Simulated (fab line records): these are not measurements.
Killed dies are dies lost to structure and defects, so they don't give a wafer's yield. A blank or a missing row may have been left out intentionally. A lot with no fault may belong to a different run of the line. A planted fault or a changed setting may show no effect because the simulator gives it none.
Matching of chambers + flow gf180mcu + GF_V4_CMP_04 on cmp-02: 4 sister chambers
The step polishes SiO2. 8 wafers are shown with their chamber, then 8 later ones without.

WAFERS, EACH WITH ITS CHAMBER
| wafer  | chamber | motorCurrentA (A) | timeToEndpointS (s) |
|--------|---------|-------------------|---------------------|
| L529.4 | 3       | 12.5              | 74                  |
| L529.6 | 2       | 10.8              | 81                  |
| L531.2 | 2       | 10.2              | 65                  |
| L531.5 | 0       | 10.8              | 71                  |
| L531.6 | 1       | 12.3              | 81                  |
| L532.1 | 0       | 11.0              | 67                  |
| L532.4 | 3       | 11.7              | 77                  |
| L540.3 | 1       | 12.6              | 69                  |

WAFERS MISSING THEIR CHAMBER
| wafer  | motorCurrentA (A) | timeToEndpointS (s) |
|--------|-------------------|---------------------|
| L540.4 | 10.5              | 69                  |
| L540.5 | 12.9              | 72                  |
| L541.3 | 10.2              | 75                  |
| L541.5 | 11.0              | 73                  |
| L541.6 | 12.2              | 69                  |
| L546.1 | 12.1              | 77                  |
| L546.2 | 10.6              | 67                  |
| L546.4 | 12.2              | 73                  |

WHICH CHAMBER EACH ONE RAN IN
| wafer  | from the rows above     | in truth |
|--------|-------------------------|----------|
| L540.4 | can't be placed: 2 or 0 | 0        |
| L540.5 | can't be placed: 1 or 3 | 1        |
| L541.3 | can't be placed: 2 or 0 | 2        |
| L541.5 | can't be placed: 0 or 2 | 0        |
| L541.6 | can't be placed: 3 or 1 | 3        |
| L546.1 | can't be placed: 3 or 1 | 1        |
| L546.2 | can't be placed: 0 or 2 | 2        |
| L546.4 | can't be placed: 3 or 1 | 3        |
0 of 8 placed correctly. From these rows, 8 cannot be placed; in 8 the true chamber is one of the candidates. 0 placed wrongly.
How it was worked out, from the rows above alone: a wafer's distance from a chamber is the root of the sum, over the readings, of the square of ((its reading less the chamber's mean) divided by the reading's scatter). If the next closest chamber is less than 2 further off than the closest, the wafer can't be placed; otherwise it belongs to the closest. Each chamber's mean is taken over the wafers shown for it. The scatter: take each reading less its chamber's mean, square it, sum over the shown wafers, divide by the number of wafers less the number of chambers, and take the root.
